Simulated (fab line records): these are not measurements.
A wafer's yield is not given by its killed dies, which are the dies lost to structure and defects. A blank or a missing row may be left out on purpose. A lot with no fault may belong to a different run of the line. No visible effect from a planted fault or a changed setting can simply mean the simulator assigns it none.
One fault through the eyes of 2 desks | flow gf180mcu | every desk sees just its own numbers, and what lay behind them comes last

AT THE TOOL OWNER'S DESK: furnace-01
The tool's own readings at GF_DUAL_GATE_OXIDATION_15 (stabilise 600 s, purge 300 s, target thk 7.098 nm): means of the sampled wafers that have a number, for each lot that ran on this tool. The brackets show how far a lot's mean lies from the usual mean; more than 4 standard deviations puts the lot out of limits, marked OUT.
Columns: A = oxTempC at GF_DUAL_GATE_OXIDATION_15, usual 850.0 C; B = spikeTcUpperC at GF_DUAL_GATE_OXIDATION_15, usual 849.9 C; C = tube_center_temp_C_max at GF_DUAL_GATE_OXIDATION_15, usual 852.2
lot  | first seen here | A     | B     | C
L857 | day 8 14:38     | 849.8 | 848.8 | 852.0
L858 | day 8 21:45     | 849.9 | 849.0 | 852.6
L860 | day 9 14:31     | 850.2 | 849.2 | 852.3
L866 | day 11 06:14    | 850.5 | 849.4 | 852.2
L867 | day 11 09:17    | 850.5 | 848.5 | 852.4
Result from this desk: across the 5 lots, nothing is out of limits.

METROLOGY DESK
What the gauges read, lot by lot, whatever tool the lot ran on: means of the sampled wafers that have a number. The brackets show how far a lot's mean lies from the usual mean; more than 4 standard deviations puts the lot out of limits, marked OUT.
Columns: A = PASSIVATION_CVD_02_THK at GF_PASSIVATION_THK_MEAS_03, usual 694 nm
lot  | first seen here | A
L856 | day 28 01:37    | 691
L857 | day 28 11:58    | 699
L858 | day 28 20:04    | 698
L859 | day 29 02:34    | 691
L860 | day 29 13:14    | 695
L866 | day 31 05:09    | 699
L867 | day 31 08:37    | 695
L868 | day 31 16:15    | 674
L870 | day 32 14:48    | 702
L874 | day 33 07:24    | 693
L876 | day 33 17:23    | 703
L878 | day 34 03:05    | 693
L879 | day 34 06:37    | 684
Result from this desk: across the 13 lots, nothing is out of limits.

BROUGHT TOGETHER
The desk of the tool owner found nothing out of limits.
At the metrology desk, nothing out of limits was observed.

WHAT HAD BEEN PUT IN BY THE SIMULATOR
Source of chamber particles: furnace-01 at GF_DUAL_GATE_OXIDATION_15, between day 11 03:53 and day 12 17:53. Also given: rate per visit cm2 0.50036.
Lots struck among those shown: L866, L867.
